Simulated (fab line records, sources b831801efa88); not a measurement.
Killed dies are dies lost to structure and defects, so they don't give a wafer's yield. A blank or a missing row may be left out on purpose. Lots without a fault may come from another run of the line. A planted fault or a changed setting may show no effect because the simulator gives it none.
Which tool did it? | flow gf180mcu | 13 lots, 39 wafers sampled, at 4 steps of a route of 602

WHAT THE GAUGES READ, wafer by wafer
GF_V1_THK_MEAS_01.
lot  | measured     | on            | V1_CVD_00_THK (nm)
L590 | day 17 12:34 | film_metro-02 | 593 599 605
L591 | day 17 23:11 | film_metro-03 | 602 598 601
L592 | day 18 01:32 | film_metro-03 | 607 604 615
L593 | day 18 17:54 | film_metro-03 | 593 595 597
L594 | day 19 01:17 | film_metro-04 | 581 595 584
L595 | day 19 11:55 | film_metro-03 | 600 599 592
L596 | day 19 17:28 | film_metro-04 | 604 600 602
L599 | day 20 23:43 | film_metro-02 | 604 601 608
L600 | day 21 10:08 | film_metro-04 | 602 597 592
L601 | day 21 20:41 | film_metro-04 | 608 606 601
L602 | day 22 02:18 | film_metro-03 | 603 592 598
L608 | day 23 23:13 | film_metro-02 | 588 597 593
L612 | day 25 02:44 | film_metro-03 | 598 598 599

GF_V1_THK_MEAS_03.
lot  | measured     | on            | V1_CVD_02_THK (nm)
L590 | day 17 12:41 | film_metro-03 | 831 851 853
L591 | day 17 23:19 | film_metro-04 | 843 860 828
L592 | day 18 01:40 | film_metro-02 | 831 841 853
L593 | day 18 18:02 | film_metro-04 | 848 844 844
L594 | day 19 01:25 | film_metro-03 | 851 854 857
L595 | day 19 12:02 | film_metro-04 | 827 858 839
L596 | day 19 17:35 | film_metro-03 | 851 841 852
L599 | day 20 23:51 | film_metro-02 | 838 856 865
L600 | day 21 10:16 | film_metro-03 | 838 851 848
L601 | day 21 20:49 | film_metro-03 | 852 850 848
L602 | day 22 02:26 | film_metro-02 | 854 866 848
L608 | day 23 23:21 | film_metro-02 | 845 857 859
L612 | day 25 02:52 | film_metro-04 | 858 852 855

WHICH TOOL RAN EACH LOT (tool, then ch and the chambers of the sampled wafers, then the start)
lot  | GF_MVPSD_EXPOSE_04                  | GF_CONTACT_ETCH_17
L590 | iline_stepper-01 ch 0, day 5 01:33  | rie_diel-01 ch 1,2, day 17 12:34 or earlier
L591 | iline_stepper-02 ch 0, day 5 06:34  | rie_diel-04 ch 1,2,3, day 17 23:11 or earlier
L592 | iline_stepper-01 ch 0, day 5 11:37  | rie_diel-02 ch 0,1,3, day 18 01:32 or earlier
L593 | iline_stepper-01 ch 0, day 5 20:24  | rie_diel-01 ch 0,1,3, day 18 17:54 or earlier
L594 | iline_stepper-02 ch 0, day 5 22:29  | rie_diel-02 ch 0,1,3, day 19 01:17 or earlier
L595 | iline_stepper-01 ch 0, day 6 04:27  | rie_diel-04 ch 0,1, day 19 11:55 or earlier
L596 | iline_stepper-02 ch 0, day 6 10:11  | rie_diel-01 ch 0,1,2, day 19 17:28 or earlier
L599 | iline_stepper-02 ch 0, day 7 04:50  | rie_diel-01 ch 0,1, day 20 23:43 or earlier
L600 | iline_stepper-02 ch 0, day 7 14:19  | rie_diel-04 ch 1,3, day 21 10:08 or earlier
L601 | iline_stepper-02 ch 0, day 7 18:20  | rie_diel-01 ch 1,3, day 21 20:41 or earlier
L602 | iline_stepper-02 ch 0, day 7 22:44  | rie_diel-04 ch 0,1,3, day 22 02:18 or earlier
L608 | iline_stepper-01 ch 0, day 9 08:28  | rie_diel-02 ch 0,1,2, day 23 23:13 or earlier
L612 | iline_stepper-02 ch 0, day 10 08:19 | rie_diel-02 ch 0,1,3, day 25 02:44 or earlier
- GF_MVPSD_EXPOSE_04: exposes mask MVPSD, target cd 1000 nm.
- GF_CONTACT_ETCH_17: etches SiO2 in C4F8/O2/Ar, stops on CoSi2, target depth 860 nm.

WHAT THE TOOLS THEMSELVES READ (means of the sampled wafers that have a number; where no wafer has one, the mark that the record gives instead)
GF_MVPSD_EXPOSE_04.
lot  | tool             | focus_offset_nm (nm)
L590 | iline_stepper-01 | -0.4
L591 | iline_stepper-02 | -0.1
L592 | iline_stepper-01 | -0.1
L593 | iline_stepper-01 | 0.0
L594 | iline_stepper-02 | -0.7
L595 | iline_stepper-01 | 0.0
L596 | iline_stepper-02 | -0.3
L599 | iline_stepper-02 | -0.1
L600 | iline_stepper-02 | -0.1
L601 | iline_stepper-02 | -0.3
L602 | iline_stepper-02 | -0.0
L608 | iline_stepper-01 | 0.3
L612 | iline_stepper-02 | 0.2

GF_CONTACT_ETCH_17.
lot  | tool        | oes_product_au (a.u.)
L590 | rie_diel-01 | 0.813
L591 | rie_diel-04 | 0.811
L592 | rie_diel-02 | 0.818
L593 | rie_diel-01 | 0.812
L594 | rie_diel-02 | 0.812
L595 | rie_diel-04 | 0.811
L596 | rie_diel-01 | 0.817
L599 | rie_diel-01 | 0.812
L600 | rie_diel-04 | 0.815
L601 | rie_diel-01 | 0.819
L602 | rie_diel-04 | 0.814
L608 | rie_diel-02 | 0.811
L612 | rie_diel-02 | 0.812

THE ANSWER, worked out from the rows above alone
Rule: what is usual is taken from the lots themselves. Put in order of their means at a reading, lots are off if they are a third of the lots or fewer, leave a main group of 4 or more, and stand apart from it by a gap of 3 or more times the standard deviation of the main group's means; of several such gaps the widest counts. A main group whose means are all the same, to the digits that the tables above print for the reading, isn't used. A lot without any number at a reading at which 4 lots or more have one is off too. The other lots that the step has rows for count as sound. The gauges are gone through in route order, then the tools' own readings, and for those a lot's mean is taken as printed above. The first step at which some lot is off is used, and at that step the reading that is off furthest; a lot without a number counts as furthest.
No lot is off at any reading shown: from this, nothing can be told.

WHAT THE SIMULATOR HAD PUT IN
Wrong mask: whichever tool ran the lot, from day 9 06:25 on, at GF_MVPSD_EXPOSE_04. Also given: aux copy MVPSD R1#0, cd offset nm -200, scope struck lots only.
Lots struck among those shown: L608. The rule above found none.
